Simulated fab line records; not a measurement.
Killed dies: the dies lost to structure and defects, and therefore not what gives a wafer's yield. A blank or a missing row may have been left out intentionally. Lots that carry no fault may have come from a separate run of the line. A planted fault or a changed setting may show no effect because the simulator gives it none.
Comparing a struck lot with a sound one + flow sky130 + 15 steps out of a route of 708
Sound: the wafers L962.1, L962.2, L962.6. Wafers struck: L958.3, L958.4, L958.5. The cause comes at the end.
Each step with rows lists, per side, the tool, then ch with its chambers, then its first start. Under that, the readings that differ: sound wafers + struck wafers + difference of the means + sigmas: that difference in standard deviations of wafers without a fault.
alike: words and numbers the same on both sides, and readings whose means are apart by under 2 such deviations; not compared: readings that were withheld, readings missing a value for some wafer, numbers with overlapping values and no deviation given by the record, and bounds like >300 which may hide the same value.
A row with sigmas, a row that says differs or no value, or rows on one side alone: a step with any of these is where the two part. Non-overlapping numbers with no deviation appear without sigmas and do not part them. A reading that every wafer of one side lacks parts them only if that side has two wafers or more.

first, 2 steps without rows for these wafers: SKY_SALICIDE_CLEAN_00 (cleans in HF-last, time 30 s); SKY_LI_CONTACT_HDPCVD_00 (deposits PSG, target thk 930 nm, time 155 s).
SKY_LI_CONTACT_THK_MEAS_01:
  struck on film metro-03, day 32 20:47; sound on film metro-01, day 34 17:07
  alike: LI_CONTACT_HDPCVD_THK
SKY_LI_CONTACT_CMP_02: polishes PSG.
  sound on cmp-02 ch 0,2,3, day 34 17:16; struck on cmp-01 ch 0,1, day 32 20:49
  alike: motor current A, time to endpoint s
SKY_LI_CONTACT_BOW_MEAS_03:
  struck on film metro-01, day 32 21:10; sound on film metro-04, day 34 17:28
  alike: LI_CONTACT_BOW
then, 7 steps without rows for these wafers: SKY_LI_CONTACT_DEHYDRATE_04 (time 60 s); SKY_LI_CONTACT_HMDS_05 (prime time 60 s); SKY_LI_CONTACT_COAT_06 (resist thk 60 nm); SKY_LI_CONTACT_COAT_07 (resist thk 450 nm); SKY_LI_CONTACT_SOFTBAKE_08 (time 90 s); SKY_LI_CONTACT_EXPOSE_09 (exposes mask LICM1, target cd 170 nm); SKY_LI_CONTACT_PEB_10.
SKY_LI_CONTACT_DEVELOP_11: develop time 60 s.
  sound on litho track-04 ch 0, day 35 19:00; struck on litho track-01 ch 0, day 33 23:00
| reading              | sound             | struck            | difference | sigmas |
|----------------------|-------------------|-------------------|------------|--------|
| developer temp C (C) | 21.06 21.04 21.09 | 22.06 21.95 22.02 | +0.95      | +9     |
SKY_LI_CONTACT_CD_MEAS_12: target cd 170 nm.
  struck on cd sem-02, day 33 23:46; sound on cd sem-02, day 35 19:45
  alike: cd nm
-- record jumps: 15 days separate the struck wafers' starts on either side; left off in module LI_CONTACT, taken up again in module PAD_OPEN, whose first shown step is the route's number 708 --
SKY_PAD_OPEN_PROBE_99:
  struck on prober-02, day 49 05:13; sound on prober-02, day 50 10:38
  alike: killed_at_M0_to_M3, killed_at_M4_up, killed at contacts, killed at front end, killed at other, killed dies, killed open, killed short

WHERE THEY PART
At SKY_LI_CONTACT_DEVELOP_11 and nowhere else, as far as this record goes. Later steps at which nothing parts them and some readings are alike: SKY_LI_CONTACT_CD_MEAS_12, SKY_PAD_OPEN_PROBE_99.

WHY: what the simulator had put in
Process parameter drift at SKY_LI_CONTACT_DEVELOP_11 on litho track-01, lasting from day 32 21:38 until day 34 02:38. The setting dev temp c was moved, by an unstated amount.
